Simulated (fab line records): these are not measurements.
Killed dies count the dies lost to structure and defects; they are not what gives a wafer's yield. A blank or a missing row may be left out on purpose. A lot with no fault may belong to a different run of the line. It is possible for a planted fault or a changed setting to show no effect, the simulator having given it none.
Chamber matching / flow sky130 / 3 sister chambers for SKY_LI_CONTACT_HDPCVD_00 on hdpcvd-01
The step deposits PSG, target thk 930 nm, time 155 s. 6 wafers are shown with their chamber, then 7 later ones without.

== EACH WAFER AND ITS CHAMBER ==
wafer=L773.4; chamber=0; run length s (s)=182.9
wafer=L775.2; chamber=1; run length s (s)=182.1
wafer=L775.4; chamber=1; run length s (s)=182.5
wafer=L775.5; chamber=2; run length s (s)=182.8
wafer=L777.4; chamber=2; run length s (s)=183.0
wafer=L777.5; chamber=0; run length s (s)=183.6

== WAFERS MISSING THEIR CHAMBER ==
wafer=L777.6; run length s (s)=182.5
wafer=L778.3; run length s (s)=182.8
wafer=L778.5; run length s (s)=182.7
wafer=L778.6; run length s (s)=183.0
wafer=L790.2; run length s (s)=182.9
wafer=L790.3; run length s (s)=182.5
wafer=L790.6; run length s (s)=182.6

== WHICH CHAMBER EACH WENT THROUGH ==
wafer=L777.6; from the rows above=can't be placed: 1 or 2 or 0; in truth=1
wafer=L778.3; from the rows above=can't be placed: 2 or 0 or 1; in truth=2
wafer=L778.5; from the rows above=can't be placed: 2 or 1 or 0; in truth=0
wafer=L778.6; from the rows above=can't be placed: 2 or 0 or 1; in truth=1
wafer=L790.2; from the rows above=can't be placed: 2 or 0 or 1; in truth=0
wafer=L790.3; from the rows above=can't be placed: 1 or 2 or 0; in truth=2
wafer=L790.6; from the rows above=can't be placed: 1 or 2 or 0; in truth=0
Correct placement for 0 of the 7. Not placeable from these rows: 7 (in 7, the candidates include the true chamber). Number placed wrongly: 0.
How it was worked out, from the rows above alone: a wafer's distance from a chamber is the root of the sum, over the readings, of the square of ((its reading less the chamber's mean) divided by the reading's scatter). The wafer belongs to the nearest chamber; if the next one is less than 2 further off, it can't be placed. The mean given for a chamber averages the wafers shown for that chamber. The scatter: take each reading less its chamber's mean, square it, sum over the shown wafers, divide by the number of wafers less the number of chambers, and take the root.
